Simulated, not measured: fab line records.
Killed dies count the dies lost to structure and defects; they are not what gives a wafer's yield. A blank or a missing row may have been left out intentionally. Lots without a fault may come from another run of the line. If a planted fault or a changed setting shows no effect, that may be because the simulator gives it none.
Which tool did it?    flow gf180mcu    12 lots, 36 wafers sampled, at 5 steps of a route of 602

WHAT EACH GAUGE READ, for each wafer
GF_V4_RS_MEAS_24: uses a four-point probe to measure.
lot   measured      on             V4_W_RS (ohm/sq)
L569  day 25 05:13  film metro-04  0.329 0.327 0.326
L572  day 25 17:51  film metro-01  0.328 0.329 0.337
L571  day 25 23:09  film metro-03  0.335 0.334 0.326
L574  day 26 13:56  film metro-03  0.337 0.337 0.332
L575  day 26 23:50  film metro-04  0.333 0.330 0.329
L578  day 27 18:11  film metro-03  0.324 0.332 0.327
L579  day 28 03:11  film metro-01  0.332 0.328 0.324
L580  day 28 09:09  film metro-01  0.330 0.327 0.332
L581  day 28 14:46  film metro-03  0.324 0.323 0.323
L586  day 30 04:39  film metro-03  0.325 0.326 0.322
L588  day 30 13:10  film metro-01  0.327 0.332 0.333
L591  day 31 09:45  film metro-01  0.326 0.339 0.327

GF_V5_BOW_MEAS_05.
lot   measured      on             V5_BOW (um)
L569  day 27 00:40  film metro-01  151 145 137
L572  day 27 14:25  film metro-02  147 136 144
L571  day 27 18:46  film metro-01  139 126 142
L574  day 28 08:37  film metro-03  123 119 126
L575  day 28 19:33  film metro-01  130 140 129
L578  day 29 18:43  film metro-02  124 127 131
L579  day 29 20:44  film metro-03  151 131 129
L580  day 30 01:40  film metro-01  146 141 149
L581  day 30 07:35  film metro-03  134 121 135
L586  day 31 18:39  film metro-03  147 136 149
L588  day 32 02:55  film metro-01  136 139 152
L591  day 32 21:25  film metro-01  126 125 121

GF_TOP_METAL_CD_MEAS_14 targets a cd of 440 nm.
lot   measured      on         cd nm (nm)
L569  day 28 18:55  cd sem-01  439.2 441.6 443.4
L572  day 29 05:56  cd sem-02  439.4 438.2 439.5
L571  day 29 11:16  cd sem-01  438.0 436.7 440.2
L574  day 30 00:29  cd sem-01  439.0 440.1 442.0
L575  day 30 11:47  cd sem-01  439.3 440.1 439.1
L578  day 31 08:40  cd sem-02  442.1 441.5 441.6
L579  day 31 10:51  cd sem-01  437.0 438.1 436.5
L580  day 31 15:57  cd sem-02  443.5 439.7 441.9
L581  day 31 20:01  cd sem-01  437.8 439.0 438.4
L586  day 33 04:35  cd sem-02  439.3 439.4 439.0
L588  day 33 12:52  cd sem-01  433.0 409.7 419.2
L591  day 34 06:19  cd sem-01  439.4 438.2 439.8

EACH LOT AND THE TOOL THAT RAN IT (in order: tool; ch and the chambers of the sampled wafers; start)
lot   GF_V5_ETCH_17                                  GF_TOP_METAL_EXPOSE_11
L569  rie diel-04 ch 1,2,3, day 28 08:49 or earlier  iline stepper-02 ch 0, day 28 08:49
L572  rie diel-04 ch 2,3, day 28 21:17 or earlier    iline stepper-02 ch 0, day 28 21:17
L571  rie diel-01 ch 0,2,3, day 29 01:49 or earlier  iline stepper-02 ch 0, day 29 01:49
L574  rie diel-01 ch 0,1, day 29 15:08 or earlier    iline stepper-01 ch 0, day 29 15:08
L575  rie diel-02 ch 0,1,2, day 30 01:50 or earlier  iline stepper-02 ch 0, day 30 01:50
L578  rie diel-01 ch 0,1,2, day 30 23:40 or earlier  iline stepper-02 ch 0, day 30 23:40
L579  rie diel-01 ch 0,1, day 31 02:16 or earlier    iline stepper-01 ch 0, day 31 02:16
L580  rie diel-01 ch 0,1, day 31 07:31 or earlier    iline stepper-01 ch 0, day 31 07:31
L581  rie diel-04 ch 1,2, day 31 11:54 or earlier    iline stepper-02 ch 0, day 31 11:54
L586  rie diel-01 ch 0,1,2, day 32 21:05 or earlier  iline stepper-01 ch 0, day 32 21:05
L588  rie diel-02 ch 0,1,3, day 33 05:29 or earlier  iline stepper-02 ch 0, day 33 05:29
L591  rie diel-04 ch 0,2, day 33 22:31 or earlier    iline stepper-01 ch 0, day 33 22:31
- GF_V5_ETCH_17: etches SiO2 in C4F8/O2/Ar, stops on TiN, target depth 855 nm.
- GF_TOP_METAL_EXPOSE_11: exposes mask MetalTop, target cd 440 nm.

WHAT THE TOOLS THEMSELVES READ (means of the sampled wafers that have a number; where no wafer has one, the mark that the record gives instead)
GF_V5_ETCH_17.
lot   tool         oes product au (a.u.)  rf fwd power W (W)
L569  rie diel-04  0.858                  1495
L572  rie diel-04  0.858                  1495
L571  rie diel-01  0.858                  1492
L574  rie diel-01  0.857                  1488
L575  rie diel-02  0.860                  1494
L578  rie diel-01  0.863                  1491
L579  rie diel-01  0.858                  1493
L580  rie diel-01  0.860                  1494
L581  rie diel-04  0.855                  1492
L586  rie diel-01  0.859                  1494
L588  rie diel-02  0.860                  1499
L591  rie diel-04  0.857                  1497

GF_TOP_METAL_EXPOSE_11.
lot   tool              exposure dose mJ cm2  focus offset nm (nm)
L569  iline stepper-02  169.83                0.0
L572  iline stepper-02  169.56                0.4
L571  iline stepper-02  169.94                0.8
L574  iline stepper-01  169.82                -0.7
L575  iline stepper-02  169.62                -0.5
L578  iline stepper-02  170.02                -0.1
L579  iline stepper-01  169.80                0.2
L580  iline stepper-01  169.73                -0.6
L581  iline stepper-02  169.76                0.1
L586  iline stepper-01  170.11                -0.8
L588  iline stepper-02  159.37                -0.2
L591  iline stepper-01  169.67                0.6

THE ANSWER, worked out from the rows above alone
Rule: usual is defined by the lots themselves. Put in order of their means at a reading, lots are off if they are a third of the lots or fewer, leave a main group of 4 or more, and stand apart from it by a gap of 3 or more times the standard deviation of the main group's means; of several such gaps the widest counts. If all means in a main group match to the digits the tables above print for the reading, that group is not used. Also off: a lot with no number at a reading for which 4 or more lots have one. All remaining lots with rows at the step are treated as sound. First the gauges in route order, then the tools' own readings, where a lot's mean is used as printed above. The first step at which some lot is off is used, and at that step the reading that is off furthest; a lot without a number counts as furthest.
Off: L588 (GF_TOP_METAL_CD_MEAS_14, cd nm). Main group: mean 439.6 nm, sd 1.4.
A tool fits if, at a process step before that reading, it ran every lot that is off, and no sound lot after the first of them. The gauges at GF_TOP_METAL_CD_MEAS_14 aren't tried: what is off there is off at GF_TOP_METAL_EXPOSE_11 too, on other tools, and a gauge's error can't cause that. Because GF_V5_ETCH_17 lacks a start for some lots, the hours and order of its lots are taken from GF_TOP_METAL_EXPOSE_11. Can't be told from this: 2 tools fit, rie diel-02 at GF_V5_ETCH_17, iline stepper-02 at GF_TOP_METAL_EXPOSE_11.

WHAT HAD BEEN PUT IN BY THE SIMULATOR
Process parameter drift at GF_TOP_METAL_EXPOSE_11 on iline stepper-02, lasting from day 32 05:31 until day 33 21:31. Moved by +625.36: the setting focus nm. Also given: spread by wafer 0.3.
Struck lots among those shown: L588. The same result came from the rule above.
